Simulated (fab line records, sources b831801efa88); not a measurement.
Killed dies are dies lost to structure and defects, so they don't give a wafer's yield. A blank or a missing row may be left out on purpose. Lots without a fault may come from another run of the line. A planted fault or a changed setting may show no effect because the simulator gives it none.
A struck lot beside a sound one | flow sky130 | 43 steps out of a route of 708
Sound: wafers L423.3, L423.5, L423.6. Struck: wafers L442.2, L442.5, L442.6. The cause comes at the end.
At each step with rows: each side's tool, then ch and its chambers, then its first start. Under that, the readings that differ: sound wafers | struck wafers | difference of the means | sigmas: that difference in standard deviations of wafers without a fault.
alike: readings whose means differ by less than 2 such deviations, and words and numbers that are the same on both sides. not compared: withheld readings, readings that some wafer has no value for, bounds like >300 that may hide the same value, and numbers for which the record gives no deviation and whose values overlap.
The two part at a step that has a row with sigmas, a row that says differs or no value, or rows on one side only. Numbers that don't overlap but have no deviation are shown without sigmas and don't part them. A reading that every wafer of one side lacks parts them only if that side has two wafers or more.

SKY_FIELD_ISO_THK_MEAS_02:
  sound on film_metro-01, day 1 17:36; struck on film_metro-02, day 5 15:38
  alike: FIELD_ISO_OXIDATION_00_THK
then, 1 step without rows for these wafers: SKY_FIELD_ISO_CVD_03 (deposits Si3N4 from DCS/NH3, target thk 165 nm, time 2830 s).
SKY_FIELD_ISO_THK_MEAS_04:
  sound on film_metro-01, day 1 19:27; struck on film_metro-02, day 5 18:08
  alike: FIELD_ISO_CVD_03_THK
then, 8 steps without rows for these wafers: SKY_FIELD_ISO_DEHYDRATE_05 (time 60 s); SKY_FIELD_ISO_HMDS_06 (prime time 60 s); SKY_FIELD_ISO_COAT_07 (resist thk 60 nm); SKY_FIELD_ISO_COAT_08 (resist thk 450 nm); SKY_FIELD_ISO_SOFTBAKE_09 (time 90 s); SKY_FIELD_ISO_EXPOSE_10 (exposes mask FOM, target cd 150 nm); SKY_FIELD_ISO_PEB_11; SKY_FIELD_ISO_DEVELOP_12 (develop time 60 s).
SKY_FIELD_ISO_CD_MEAS_13: target cd 150 nm.
  sound on cd_sem-02, day 2 10:50; struck on cd_sem-01, day 6 13:03
  alike: cd_nm
SKY_FIELD_ISO_ETCH_14: etches BARC in N2/H2, stops on SiO2, time 45.9 s, target depth 60 nm.
  sound on rie_diel-03 ch 0,1, day 2 10:55; struck on rie_diel-03 ch 0,1,3, day 6 13:09
  alike: drypump_motor_current_A, h2_flow_sccm, oes_product_au, throttle_valve_pct
  not compared: rf_hours_counter_h
SKY_FIELD_ISO_ETCH_15: etches the open film in CHF3/O2, stops on Si, target depth 180 nm, time 72 s.
  sound on rie_diel-03 ch 0,1, day 2 10:57; struck on rie_diel-03 ch 0,1,3, day 6 13:11
  alike: drypump_motor_current_A, oes_product_au, throttle_valve_pct
  not compared: rf_hours_counter_h
SKY_FIELD_ISO_STRIP_16: strips in O2/N2.
  sound on plasma_asher-02 ch 0,1, day 2 11:02; struck on plasma_asher-02 ch 0,1, day 6 13:15
  alike: drypump_motor_current_A, oes_product_au, strip_time_to_endpoint_s
  not compared: rf_hours_counter_h
SKY_FIELD_ISO_ETCH_17: etches Si in HBr/Cl2/O2, target depth 342 nm, time 97.7 s.
  sound on rie_si-02 ch 0,3, day 2 11:07; struck on rie_si-02 ch 0,1, day 6 13:21
  alike: drypump_motor_current_A, oes_product_au, throttle_valve_pct
  not compared: rf_hours_counter_h
then, 5 steps without rows for these wafers: SKY_FIELD_ISO_WET_ETCH_18 (etches Si3N4 in H3PO4, target depth 25 nm, time 286 s); SKY_FIELD_ISO_CLEAN_19 (cleans in SC1/SC2, time 150 s); SKY_FIELD_ISO_CLEAN_20 (cleans in dHF, time 20 s); SKY_FIELD_ISO_WET_ETCH_21 (etches SiO2 in dHF, target depth 20 nm, time 400 s); SKY_FIELD_ISO_OXIDATION_22 (stabilise 600 s, purge 300 s, target thk 10 nm).
SKY_FIELD_ISO_THK_MEAS_23:
  sound on film_metro-02, day 2 12:41; struck on film_metro-04, day 6 15:27
  alike: FIELD_ISO_OXIDATION_01_THK
then, 1 step without rows for these wafers: SKY_FIELD_ISO_CVD_24 (deposits SiO2, target thk 595 nm, time 99.2 s).
SKY_FIELD_ISO_THK_MEAS_25:
  sound on film_metro-04, day 2 12:49; struck on film_metro-01, day 6 15:35
  reading                   | sound       | struck      | difference | sigmas
  FIELD_ISO_CVD_24_THK (nm) | 589 585 595 | 604 607 608 | +17        | +3
then, 1 step without rows for these wafers: SKY_FIELD_ISO_ANNEAL_26 (time 1800 s).
SKY_FIELD_ISO_CMP_27: polishes, stops on Si3N4, t overpolish 16 s, target thk 457.8 nm.
  sound on cmp-02 ch 1,2,3, day 2 15:31; struck on cmp-01 ch 0,1,3, day 6 18:15
  alike: motor_current_A, overpolish_run_s, retaining_ring_pressure_frac, time_to_endpoint_s
then, 5 steps without rows for these wafers: SKY_FIELD_ISO_WET_ETCH_28 (etches SiO2 in dHF, target depth 23.7 nm, time 47 s); SKY_FIELD_ISO_WET_ETCH_29 (etches Si3N4 in H3PO4, target depth 160 nm, time 1825 s); SKY_FIELD_ISO_WET_ETCH_30 (etches SiO2 in dHF, target depth 25 nm, time 50 s); SKY_NWELL_CLEAN_00 (cleans in SC1/SC2, time 150 s); SKY_NWELL_OXIDATION_01 (stabilise 600 s, purge 300 s, target thk 10 nm).
SKY_NWELL_THK_MEAS_02:
  sound on film_metro-04, day 2 17:46; struck on film_metro-04, day 6 20:28
  alike: NWELL_OXIDATION_THK
then, 8 steps without rows for these wafers: SKY_DNWELL_DEHYDRATE_00 (time 60 s); SKY_DNWELL_HMDS_01 (prime time 60 s); SKY_DNWELL_COAT_02 (resist thk 3000 nm); SKY_DNWELL_SOFTBAKE_03; SKY_DNWELL_EXPOSE_04 (exposes mask DNM, target cd 3000 nm); SKY_DNWELL_PEB_05; SKY_DNWELL_DEVELOP_06 (develop time 60 s); SKY_DNWELL_IMPLANT_07.
SKY_DNWELL_STRIP_08: strips in O2/N2.
  sound on plasma_asher-02 ch 0,1, day 3 08:56; struck on plasma_asher-01 ch 0,1, day 7 16:50
  alike: drypump_motor_current_A, oes_product_au, strip_time_to_endpoint_s
  not compared: rf_hours_counter_h
SKY_DNWELL_TW_MEAS_09:
  sound on film_metro-03, day 3 09:01; struck on film_metro-02, day 7 16:56
  alike: DNWELL_TW
-- the record jumps here: 43 days lie between the struck wafers' starts before and after (it left off in module DNWELL and takes up again in module PAD_OPEN, whose first step shown is number 708 of the route) --
SKY_PAD_OPEN_PROBE_99:
  the record has rows for the struck wafers here (prober-02, day 50 08:36) and none for the sound ones

WHERE THEY PART
First at SKY_FIELD_ISO_THK_MEAS_25; last, within this record, at SKY_PAD_OPEN_PROBE_99.

WHY: what the simulator had put in
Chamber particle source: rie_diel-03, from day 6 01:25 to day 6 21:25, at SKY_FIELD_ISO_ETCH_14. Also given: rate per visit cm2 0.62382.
